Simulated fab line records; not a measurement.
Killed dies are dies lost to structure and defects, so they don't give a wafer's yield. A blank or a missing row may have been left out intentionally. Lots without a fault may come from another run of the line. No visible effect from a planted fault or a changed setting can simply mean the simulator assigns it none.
One fault through the eyes of 2 desks | flow gf180mcu | only its own numbers are on each desk; what lay behind them is given at the end

## THE TOOL OWNER'S DESK: litho_track-02
The tool's own readings at GF_HV_LDD_DEVELOP_18 (develop time 60 s): means of the sampled wafers that have a number, for each lot that ran on this tool. A lot is out of limits, marked OUT, if its mean lies more than 4 standard deviations from the usual mean; the brackets give that distance.
Columns: A = resist_line_temp_C at GF_HV_LDD_DEVELOP_18, usual 23.00 C
lot  | first seen here | A
L258 | day 11 01:59    | 23.07
L259 | day 11 08:41    | 23.08
L260 | day 11 20:10    | 22.96
L262 | day 12 09:35    | 23.00
L265 | day 13 01:58    | 22.97
L275 | day 16 10:50    | 22.96
L280 | day 18 01:44    | 22.91
This desk's verdict: no lot among the 7 shows anything out of limits.

## FROM THE METROLOGY DESK
Means of the sampled wafers that have a number, per lot and without regard to the tool the lot ran on: this is what the gauges read. A lot is out of limits, marked OUT, if its mean lies more than 4 standard deviations from the usual mean; the brackets give that distance.
Columns: A = cd_nm at GF_HV_LDD_CD_MEAS_19, usual 399.8 nm; B = HV_LDD_01_OVL at GF_HV_LDD_OVL_MEAS_20, usual 0.9 nm; C = HV_LDD_2_TW at GF_HV_LDD_TW_MEAS_23, usual 1056; D = CONTACT_CVD_02_THK at GF_CONTACT_THK_MEAS_03, usual 859 nm
lot  | first seen here | A     | B    | C            | D
L258 | day 11 02:08    | 400.9 | 3.5  | 1075         | 855
L259 | day 11 08:50    | 399.9 | 2.9  | 1046         | 865
L260 | day 11 20:19    | 398.8 | -0.8 | 1051         | 865
L262 | day 12 10:07    | -     | -    | 30 (-79) OUT | -
L265 | day 13 02:30    | -     | -    | 30 (-79) OUT | -
L271 | day 15 03:11    | 401.6 | 1.8  | 1044         | 875
L272 | day 15 12:05    | 398.1 | 1.2  | 1043         | 832
L273 | day 15 21:12    | 400.5 | 3.7  | 1040         | 864
L274 | day 16 03:38    | 396.1 | 0.2  | 1049         | 856
L275 | day 16 10:59    | 397.5 | 0.7  | 1048         | 847
L276 | day 16 16:19    | 402.8 | 1.3  | 1048         | 852
L279 | day 18 01:53    | 399.7 | 0.6  | 1066         | 850
L280 | day 18 01:53    | 396.4 | 1.3  | 1047         | 846
This desk's finding: out of limits on L262, L265; first on L262, day 12 10:07 (HV_LDD_2_TW at GF_HV_LDD_TW_MEAS_23). L258, L259, L260, L271, L272, L273, L274, L275, L276, L279, L280 stayed within limits.

## TAKEN TOGETHER
The metrology desk could have raised an alarm at day 12 10:07, on L262, L265.
The tool owner's desk saw nothing out of limits.
On record at the tool owner's desk: L262, L265, within its limits.
The lots listed all ran GF_HV_LDD_DEVELOP_18 on litho_track-02.

## WHAT WAS PUT IN BY THE SIMULATOR
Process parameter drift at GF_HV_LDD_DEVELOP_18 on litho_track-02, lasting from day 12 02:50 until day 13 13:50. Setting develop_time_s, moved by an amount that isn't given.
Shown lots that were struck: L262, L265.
Delay in hours, fault start to first out-of-limits reading, per desk: metrology desk 7.
